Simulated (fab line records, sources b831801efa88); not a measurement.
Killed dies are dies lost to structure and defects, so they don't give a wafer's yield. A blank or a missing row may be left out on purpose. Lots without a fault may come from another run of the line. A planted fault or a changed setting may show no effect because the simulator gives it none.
A struck lot beside a sound one | flow sfq_line | 13 steps out of a route of 325
Sound: wafers L384.1, L384.5, L384.6. Struck: wafers L389.1, L389.4, L389.5. The cause comes at the end.
At each step with rows: each side's tool, then ch and its chambers, then its first start. Under that, the readings that differ: sound wafers | struck wafers | difference of the means | sigmas: that difference in standard deviations of wafers without a fault.
alike: readings whose means differ by less than 2 such deviations, and words and numbers that are the same on both sides. not compared: withheld readings, readings that some wafer has no value for, bounds like >300 that may hide the same value, and numbers for which the record gives no deviation and whose values overlap.
The two part at a step that has a row with sigmas, a row that says differs or no value, or rows on one side only. Numbers that don't overlap but have no deviation are shown without sigmas and don't part them. A reading that every wafer of one side lacks parts them only if that side has two wafers or more.

first, 2 steps without rows for these wafers: SFQ_TRILAYER_I1_VIA_STRIP_SOLV_CLEAN_054 (cleans in NMP, time 600 s); SFQ_TRILAYER_M2_DEP_PRE_CLEAN_056 (time 22.5 s).
SFQ_TRILAYER_M2_DEP_SPUTTER_055: material Nb, target thk 200 nm, time 133.3 s.
  sound on pvd_sputter-04, day 17 05:12; struck on pvd_sputter-04, day 18 19:57
  alike: substrate_temp_c, throttle_valve_pct
SFQ_M2_RS_MEAS_914: measures by four-point-probe.
  sound on film_metro-04, day 17 05:17; struck on film_metro-04, day 18 20:02
  alike: M2_NB_RS
then, 6 steps without rows for these wafers: SFQ_TRILAYER_M2_LITHO_COAT_062 (resist thk 62 nm); SFQ_TRILAYER_M2_LITHO_COAT_057 (resist thk 600 nm); SFQ_TRILAYER_M2_LITHO_SOFTBAKE_061; SFQ_TRILAYER_M2_LITHO_EXPOSE_058 (exposes mask M2, target cd 500 nm); SFQ_TRILAYER_M2_LITHO_PEB_060 (peb time 60 s); SFQ_TRILAYER_M2_LITHO_DEVELOP_059 (time 60 s).
-- the record jumps here: 4 days lie between the struck wafers' starts before and after --
SFQ_M2_OVL_MEAS_916:
  sound on overlay-01, day 21 02:47; struck on overlay-01, day 22 18:23
  alike: M2_OVL
SFQ_TRILAYER_M2_BARC_OPEN_METAL_ETCH_077: etches BARC in O2, target depth 125 nm, time 41.7 s.
  sound on rie_metal-01 ch 0,1, day 21 02:50; struck on rie_metal-04 ch 1, day 22 18:26
  reading               | sound             | struck            | difference | sigmas
  oes_product_au (a.u.) | 0.687 0.690 0.681 | 0.704 0.710 0.709 | +0.022     | +5
  run_length_s (s)      | 70.0 69.3 70.1    | 68.5 68.6 68.7    | -1.2       | -2
  alike: drypump_motor_current_A
  not compared: rf_hours_counter_h
SFQ_TRILAYER_M2_ETCH_METAL_ETCH_060: etches Nb in Cl2/Ar, stops on SiO2, target depth 240 nm, time 120 s.
  sound on rie_metal-01 ch 0,1, day 21 02:53; struck on rie_metal-04 ch 1, day 22 18:29
  alike: drypump_motor_current_A, oes_product_au, run_length_s
  not compared: rf_hours_counter_h

WHERE THEY PART
Only at SFQ_TRILAYER_M2_BARC_OPEN_METAL_ETCH_077, within this record. Later steps at which nothing parts them and some readings are alike: SFQ_TRILAYER_M2_ETCH_METAL_ETCH_060.

WHY: what the simulator had put in
Process parameter drift: rie_metal-04, from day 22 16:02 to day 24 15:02, at SFQ_TRILAYER_M2_BARC_OPEN_METAL_ETCH_077. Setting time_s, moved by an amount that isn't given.
